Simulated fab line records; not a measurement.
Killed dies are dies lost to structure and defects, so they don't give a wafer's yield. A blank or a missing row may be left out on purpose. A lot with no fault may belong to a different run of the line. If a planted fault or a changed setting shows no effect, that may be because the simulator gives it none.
Problem report in the 8D (eight disciplines) form, filled by code | flow gf180mcu | the parts of the form that need people (team, actions taken, sign-off) are left out

## 1. THE PROBLEM
Mean of cathode dc power W at GF_TOP_METAL_SPUTTER_04: 6999.6 W across 6 wafers in 2 lots; on wafers with no fault it is 6500.0 W (standard deviation 1.2). So: +99 or more standard deviations from the usual mean.
The step: material TiN, target thk 25 nm, time 20.8 s.
First seen on wafer L833.1, day 30 22:54, on pvd sputter-03. Wafers with a number at this step in the record: 18, from 6 lots. The rule behind "out" and "out of limits": a value lying over 4 standard deviations away from the usual mean. The other wafers with a number count as sound.

## 2. WHAT IT IS AND WHAT IT IS NOT
question                    | is                     | is not
which readings at this step | cathode dc power W     | throttle valve pct
which lots                  | L833, L835             | L826, L827, L840, L842
which wafers of those lots  | all that have a number | -
read on which tools         | pvd sputter-03         | pvd sputter-02, pvd sputter-04
when                        | from day 30 22:54      | up to then (6 sound wafers); but 6 sound wafers of L840, L842 came after

## 3. WHAT RULES OUT EACH SUSPECT
Counting: a tool at any process step up to the reading remains a suspect when it ran all the lots that are out and ran no sound lot after the first of those.
- pvd sputter-02 at GF_V5_SPUTTER_22 (material TiN, target thk 10 nm, time 40 s): ruled out as a lasting fault. Sound lots L840, L842 ran on it after its first lot that is out, L833 (day 30 22:04).
- cvd w-01 at GF_V5_CVD_23 (deposits W, target thk 350 nm, time 104.9 s): kept. Every lot that is out went through it, starting with L833 (day 30 22:07), and after that it ran no sound lot; the last sound lot it ran before then is L827 (day 29 08:49).
- pvd sputter-03 at GF_TOP_METAL_SPUTTER_01 (material TiN, target thk 30 nm, time 25 s): kept. Every lot that is out went through it, starting with L833 (day 30 22:48), and after that it ran no sound lot; the last sound lot it ran before then is L827 (day 29 09:30).
- pvd sputter-03 at GF_TOP_METAL_SPUTTER_02 (material AlCu, target thk 900 nm, time 47.82 s): kept. Every lot that is out went through it, starting with L833 (day 30 22:50), and after that it ran no sound lot; the last sound lot it ran before then is L827 (day 29 09:32).
- pvd sputter-03 at GF_TOP_METAL_SPUTTER_04 (material TiN, target thk 25 nm, time 20.8 s): kept. Every lot that is out went through it, starting with L833 (day 30 22:54), and after that it ran no sound lot; the last sound lot it ran before then is L827 (day 29 09:36). Out on those wafers are its own readings of cathode dc power W.
Left after counting: cvd w-01 at GF_V5_CVD_23, pvd sputter-03 at GF_TOP_METAL_SPUTTER_01, pvd sputter-03 at GF_TOP_METAL_SPUTTER_02, pvd sputter-03 at GF_TOP_METAL_SPUTTER_04.

## 4. THE CAUSE (what the simulator had put in)
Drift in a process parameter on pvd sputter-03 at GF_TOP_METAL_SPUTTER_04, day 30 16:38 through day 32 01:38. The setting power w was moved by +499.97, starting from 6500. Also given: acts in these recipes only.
After counting, 4 suspects remain, this tool included.

## 5. THE CHAIN OF EFFECTS, in route order
One row per reading whose mean, taken over the struck wafers that have a number, lies over 3 standard deviations from the usual. Readings are gone through only where the record gives a usual standard deviation; hours: the median, over the lots, of the time from a lot's start at the first step in this table giving one to that lot's start at this step; sigmas: the change measured in usual standard deviations.
hours | step                    | reading            | usual    | on struck wafers | change | sigmas
0     | GF_TOP_METAL_SPUTTER_04 | cathode dc power W | 6500.0 W | 6999.6           | +499.6 | +99 or more
The process steps in it:
- GF_TOP_METAL_SPUTTER_04: material TiN, target thk 25 nm, time 20.8 s.
Later steps that measure or inspect, where all struck wafers having a row at the step show a number for every such reading and not one has moved that far: GF_TOP_METAL_RS_MEAS_05, GF_TOP_METAL_THK_MEAS_06, GF_TOP_METAL_CD_MEAS_14, GF_TOP_METAL_OVL_MEAS_15.

## 6. WHAT WOULD HAVE CAUGHT IT SOONER
The fault began at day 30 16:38; the first out-of-limits reading in this record came at day 30 22:54, 6 hours later.
